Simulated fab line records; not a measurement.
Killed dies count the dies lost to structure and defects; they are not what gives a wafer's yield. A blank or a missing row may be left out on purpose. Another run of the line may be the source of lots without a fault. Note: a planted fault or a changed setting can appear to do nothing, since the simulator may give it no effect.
8D (eight disciplines) problem report, filled in by code | flow sky130 | the parts of the form that need people (team, actions taken, sign-off) are left out

## 1. THE PROBLEM
Wafers free of any fault read 931 nm (standard deviation 12) for LI_CONTACT_HDPCVD_THK at SKY_LI_CONTACT_THK_MEAS_01, against a mean of 1041 nm on 6 wafers of 2 lots. Measured from the usual mean, that is +9.1 standard deviations.
Earliest sighting: wafer L511.2 on filmMetro-02 at day 32 22:46. Wafers with a number at this step in the record: 33, from 11 lots. By rule, "out" or "out of limits" means more than 4 standard deviations away from the usual mean. Any other wafer with a number is counted as sound.

## 2. WHAT IT IS; WHAT IT IS NOT
question                    | is                         | is not
which readings at this step | LI_CONTACT_HDPCVD_THK      | -
which lots                  | L511, L512                 | L499, L503, L506, L507, L508, L509, L510, L513, L517
which wafers of those lots  | all that have a number     | -
read on which gauges        | filmMetro-02, filmMetro-03 | filmMetro-01
when                        | from day 32 22:46          | up to then (21 sound wafers); but 6 sound wafers of L513, L517 came after

## 3. THE SUSPECTS, EACH WITH WHAT RULES IT OUT
Counting: any tool at a process step up to the reading is kept as a suspect provided that every lot that is out went through it and no sound lot did after the first of them.
- the gauge at SKY_LI_CONTACT_THK_MEAS_01 is ruled out. 2 gauges (filmMetro-02, filmMetro-03) read the wafers that are out.
- hdpcvd-01 at SKY_LI_CONTACT_HDPCVD_00 (deposits PSG, target thk 930 nm, time 155 s): kept. It processed each lot that is out, first L511 at day 32 22:39, and no sound lot thereafter; up to then, the last sound lot it processed was L509 at day 32 08:43. Its own readings are out on those wafers: runLengthS.
Remaining after the count: hdpcvd-01 at SKY_LI_CONTACT_HDPCVD_00.

## 4. THE CAUSE (what the simulator had put in)
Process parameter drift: hdpcvd-01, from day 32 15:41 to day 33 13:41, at SKY_LI_CONTACT_HDPCVD_00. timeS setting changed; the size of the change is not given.
Counting left only this tool.

## 5. THE CHAIN OF EFFECTS, in route order
Each row: a reading whose mean over the struck wafers that have a number lies more than 3 standard deviations from the usual. Scope: only readings with a usual standard deviation given in the record; hours: median across lots of the time from each lot's start at the first step in this table that gives one to its start at this step; sigmas: change in usual standard deviations.
hours | step                       | reading               | usual   | on struck wafers | change | sigmas
0     | SKY_LI_CONTACT_HDPCVD_00   | runLengthS            | 182.9 s | 203.4            | +20.5  | +43
0     | SKY_LI_CONTACT_THK_MEAS_01 | LI_CONTACT_HDPCVD_THK | 931 nm  | 1041             | +110   | +9.1
0     | SKY_LI_CONTACT_CMP_02      | timeToEndpointS       | 32.7 s  | 43.3             | +10.6  | +4.3
It contains these process steps:
- SKY_LI_CONTACT_HDPCVD_00: deposits PSG, target thk 930 nm, time 155 s.
- SKY_LI_CONTACT_CMP_02: polishes PSG.

## 6. WHAT WOULD HAVE CAUGHT IT SOONER
In this record the first reading out of limits at a measuring or inspecting step was taken at day 32 22:46, 7 hours after the fault began at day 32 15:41.
The tool's own readings at SKY_LI_CONTACT_HDPCVD_00 were out on every struck wafer that the step has a row for (runLengthS): an alarm limit on them would have fired on the first of those.
L512, from the lots that are out (2), started SKY_LI_CONTACT_HDPCVD_00 on hdpcvd-01 later than day 32 22:46. A tool hold placed at that time would have kept it from harm.
